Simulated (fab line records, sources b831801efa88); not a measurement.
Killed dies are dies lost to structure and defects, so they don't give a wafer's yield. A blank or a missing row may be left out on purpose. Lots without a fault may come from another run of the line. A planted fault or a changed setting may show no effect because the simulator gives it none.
fab line records | flow sky130
record lots=14 wafers=42 last_day=51
route steps=708 shown VIA2@520 CAP2M@605 VIA4@649 PASSIVATION@683
lots that met no fault: from a run of the same line without faults
start_h: hours from the record's first day to the start of the lot's first wafer shown | wait_h: hours since the lot's step before | " the same as in the row above | L1.1+2: a row that stands for several wafers | - no value, or no start given | * or withheld: withheld | < > ~ a bound
route shown NAME@n: a module of which the file shows steps, and the number in the route of the first | usual: mean/standard deviation of fault-free wafers | same: alike in all rows | chamber/n: place in a boat | sites: the reading at each site | _std_site: their standard deviation | _edge_site: outer sites' mean less inner sites' | radius_mm: how far each site lies from the wafer's centre | mask NAME#n: copy n | behind: the tool/chamber that last shaped the wafer | hold: why the lot was held/for how many hours/how that ended | device: the transistor (n, p or np) that didn't switch | end of line: the same wafers' tests at the end of the route | a step without rows: its recipe alone | killed: dies lost to structure and defects at the first sort, not the wafer's yield | map: a wafer's dies, x killed, . not, _ none there
set.NAME: the setting as run; set.NAME@STEP: as run at that earlier step | model.NAME: the simulator's own value behind a step, which no gauge read
steps of the route over a sample of lots; a table a step, a row a wafer
services: from which hour (start_h, from the record's first day; less than 0 if before it) a tool's chamber was out of use, for how many hours, and why
## steps
# step SKY_VIA2_OVL_MEAS_13
# usual VIA2_OVL=-1/4.9
# columns lot.wafer tool chamber start_h wait_h VIA2_OVL[nm]
L655.3 overlay-01 - 851.10 0.1 -6
L655.4 " - " " -7
L655.5 " - " " -3
L656.2 overlay-01 - 877.91 0.1 -4
L656.3 " - " " 3
L656.5 " - " " 7
L659.2 overlay-01 - 883.01 0.1 -3
L659.3 " - " " -6
L659.4 " - " " -7
L658.2 overlay-01 - 883.86 0.1 2
L658.5 " - " " -1
L658.6 " - " " 3
L660.1 overlay-02 - 890.39 0.1 2
L660.2 " - " " -1
L660.4 " - " " 11
L667.1 overlay-01 - 945.51 0.1 5
L667.2 " - " " -1
L667.5 " - " " 1
L668.3 overlay-02 - 948.27 0.1 5
L668.4 " - " " 2
L668.6 " - " " 3
L670.1 overlay-02 - 971.46 0.1 5
L670.2 " - " " -1
L670.3 " - " " 1
L671.3 overlay-02 - 973.37 0.1 -4
L671.4 " - " " -4
L671.6 " - " " -5
L672.3 overlay-01 - 974.62 0.1 6
L672.4 " - " " 8
L672.5 " - " " 5
L673.2 overlay-01 - 984.54 0.1 0
L673.4 " - " " -14
L673.6 " - " " -3
L675.3 overlay-01 - 992.52 0.1 3
L675.4 " - " " -1
L675.5 " - " " 1
L677.1 overlay-01 - 1034.29 0.1 -4
L677.3 " - " " 4
L677.6 " - " " 3
L678.1 overlay-02 - 1036.06 0.1 -7
L678.2 " - " " -8
L678.6 " - " " -13
# step SKY_CAP2M_SPUTTER_02
# recipe material=TiN target_thk_nm=200 temp_c=300 power_w=6500 time_s=166.7 chamber_pressure_pa=0.4
# usual throttle_valve_pct=30.0/0.95
# columns lot.wafer tool chamber start_h wait_h throttle_valve_pct
L655.3 pvd_sputter-04 - 933.57 0.0 28.7
L655.4 " - " " 30.2
L655.5 " - " " 30.4
L656.2 pvd_sputter-04 - 959.99 0.0 29.7
L656.3 " - " " 30.3
L656.5 " - " " 30.1
L659.2 pvd_sputter-04 - 964.11 0.0 29.7
L659.3 " - " " 30.3
L659.4 " - " " 30.1
L658.2 pvd_sputter-01 - 964.41 0.0 30.0
L658.5 " - " " 30.0
L658.6 " - " " 29.6
L660.1 pvd_sputter-04 - 970.52 0.1 30.0
L660.2 " - " " 30.7
L660.4 " - " " 28.7
L667.1 pvd_sputter-01 - 1022.85 0.1 30.1
L667.2 " - " " 29.8
L667.5 " - " " 31.8
L668.3 pvd_sputter-04 - 1023.65 0.0 30.1
L668.4 " - " " 29.0
L668.6 " - " " 28.6
L670.1 pvd_sputter-01 - 1046.98 0.1 32.1
L670.2 " - " " 29.8
L670.3 " - " " 30.5
L671.3 pvd_sputter-01 - 1048.30 0.0 30.4
L671.4 " - " " 30.3
L671.6 " - " " 29.9
L672.3 pvd_sputter-04 - 1048.95 0.0 30.1
L672.4 " - " " 30.3
L672.5 " - " " 30.4
L673.2 pvd_sputter-02 - 1058.44 0.0 29.3
L673.4 " - " " 29.9
L673.6 " - " " 29.9
L675.3 pvd_sputter-02 - 1066.94 0.0 29.5
L675.4 " - " " 29.2
L675.5 " - " " 29.7
L677.1 pvd_sputter-01 - 1102.73 0.1 29.9
L677.3 " - " " 30.1
L677.6 " - " " 30.1
L678.1 pvd_sputter-04 - 1106.57 0.1 30.4
L678.2 " - " " 29.5
L678.6 " - " " 28.9
# step SKY_VIA4_DEVELOP_10
# recipe resist=NOVOLAK developer=TMAH develop_time_s=60 dev_temp_c=23
# usual chill_plate_temp_C=22.98/0.11 develop_time_s=60/0 developer_temp_C=22.99/0.1
# columns lot.wafer tool chamber start_h wait_h chill_plate_temp_C develop_time_s developer_temp_C
L655.3 litho_track-01 0 1004.54 0.1 22.86 60 22.94
L655.4 " 0 " " 22.91 60 22.86
L655.5 " 0 " " 22.98 60 22.83
L656.2 litho_track-01 0 1031.31 0.1 22.92 60 23.08
L656.3 " 0 " " 22.64 60 22.93
L656.5 " 0 " " 22.84 60 23.25
L659.2 litho_track-01 - 1035.46 0.1 - - -
L659.3 " - " " - - -
L659.4 " - " " - - -
L658.2 litho_track-04 - 1036.36 0.1 - - -
L658.5 " - " " - - -
L658.6 " - " " - - -
L660.1 litho_track-01 0 1041.74 0.1 22.83 60 22.98
L660.2 " 0 " " 22.82 60 23.03
L660.4 " 0 " " 22.87 60 22.98
L667.1 litho_track-04 0 1089.89 0.1 23.05 60 22.92
L667.2 " 0 " " 22.99 60 22.85
L667.5 " 0 " " 23.05 60 22.95
L668.3 litho_track-02 0 1090.39 0.1 22.96 60 23.08
L668.4 " 0 " " 23.03 60 22.99
L668.6 " 0 " " 23.06 60 23.01
L670.1 litho_track-01 0 1112.19 0.1 22.91 60 23.10
L670.2 " 0 " " 22.85 60 22.99
L670.3 " 0 " " 22.87 60 23.10
L671.3 litho_track-01 0 1114.14 0.1 23.14 60 23.02
L671.4 " 0 " " 22.86 60 22.91
L671.6 " 0 " " 23.04 60 22.88
L672.3 litho_track-04 0 1114.24 0.1 23.14 60 22.99
L672.4 " 0 " " 22.98 60 22.96
L672.5 " 0 " " 22.96 60 23.02
L673.2 litho_track-02 0 1122.57 0.1 22.96 60 22.92
L673.4 " 0 " " 22.90 60 23.08
L673.6 " 0 " " 22.98 60 22.85
L675.3 litho_track-01 0 1130.69 0.1 23.00 60 23.10
L675.4 " 0 " " 22.78 60 23.02
L675.5 " 0 " " 22.86 60 23.08
L677.1 litho_track-02 0 1160.84 0.1 23.16 60 22.96
L677.3 " 0 " " 23.00 60 22.95
L677.6 " 0 " " 23.15 60 22.94
L678.1 litho_track-02 0 1163.24 0.1 23.16 60 23.07
L678.2 " 0 " " 22.93 60 23.00
L678.6 " 0 " " 23.01 60 22.95
# step SKY_PASSIVATION_CVD_02
# recipe material=Si3N4 target_thk_nm=540 temp_c=400 time_s=withheld rf_w=450
# usual heater_power_w=734/98
# columns lot.wafer tool chamber start_h wait_h heater_power_w
L655.3 pecvd-03 1 1030.73 0.0 720
L655.4 " 1 " " 741
L655.5 " 0 " " 611
L656.2 pecvd-04 0 1056.79 0.0 750
L656.3 " 1 " " 705
L656.5 " 2 " " 729
L660.1 pecvd-04 0 1065.99 0.1 828
L660.2 " 2 " " 764
L660.4 " 2 " " 630
L667.1 pecvd-04 0 1113.69 0.1 867
L667.2 " 1 " " 650
L667.5 " 0 " " 736
L668.3 pecvd-03 1 1114.24 0.0 735
L668.4 " 0 " " 693
L668.6 " 1 " " 583
L670.1 pecvd-01 2 1133.99 0.1 782
L670.2 " 1 " " 778
L670.3 " 0 " " 987
L671.3 pecvd-04 0 1136.48 0.0 807
L671.4 " 1 " " 757
L671.6 " 2 " " 735
L672.3 pecvd-01 2 1136.86 0.0 726
L672.4 " 1 " " 776
L672.5 " 0 " " 967
L673.2 pecvd-03 1 1144.22 0.0 732
L673.4 " 2 " " 634
L673.6 " 0 " " 652
L675.3 pecvd-04 1 1152.60 0.0 768
L675.4 " 1 " " 633
L675.5 " 2 " " 750
L677.1 pecvd-03 1 1180.97 0.1 689
L677.3 " 2 " " 617
L677.6 " 2 " " 639
L678.1 pecvd-04 0 1181.73 0.1 856
L678.2 " 2 " " 714
L678.6 " 2 " " 767
## services
# columns tool chamber start_h hours kind
pecvd-04 - 916.24 1.0 repair
pvd_sputter-02 - 919.42 3.8 repair
pecvd-01 0 933.55 14.9 repair
pvd_sputter-04 - 944.69 2.5 repair
pecvd-03 - 987.46 14.6 pm
pecvd-04 1 999.38 - clean
pecvd-04 1 999.38 - consumable_replace:showerhead
pecvd-04 1 999.38 29.0 scheduled_down
pecvd-04 1 999.38 29.0 vent_cycle
pvd_sputter-04 - 1050.04 23.7 repair
pvd_sputter-01 - 1059.79 2.6 repair
pecvd-03 0 1060.17 9.2 repair
pecvd-01 1 1081.21 24.6 repair
pecvd-01 - 1087.31 2.8 pm
pecvd-04 - 1092.91 0.3 repair
pecvd-01 - 1114.36 0.8 repair
pecvd-03 - 1115.72 0.8 repair
pecvd-04 1 1122.21 12.9 repair
pvd_sputter-01 - 1128.85 6.3 repair
pecvd-03 0 1133.85 2.6 repair
pecvd-01 - 1167.55 5.5 pm
pvd_sputter-02 - 1168.04 0.7 repair
pvd_sputter-04 - 1168.57 2.0 repair
pecvd-04 1 1169.14 15.8 repair
## key
first_sign step=SKY_VIA4_DEVELOP_10 reading=tool_record direction=missing
effect none on later readings
met_at SKY_VIA4_DEVELOP_10
struck_lots L658,L659
later_rows_left_out L658.2,L658.5,L658.6,L659.2,L659.3,L659.4
sort_left_out L658.2,L658.5,L658.6,L659.2,L659.3,L659.4
not_acting_at SKY_VIA2_OVL_MEAS_13,SKY_CAP2M_SPUTTER_02,SKY_PASSIVATION_CVD_02
onset_between 1031.31 1035.46
fault kind=skipped_step_whole tool=litho_track-01,litho_track-04 chamber=- onset_h=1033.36 steps=SKY_VIA4_DEVELOP_10 scope=struck_lots_only
# sort_left_out: the simulated sort isn't trusted on such a fault, so these wafers' sort isn't shown, and their yield isn't known
# later_rows_left_out: the simulator's readings of these wafers behind a module that went badly wrong aren't trusted and aren't shown, but for the sort
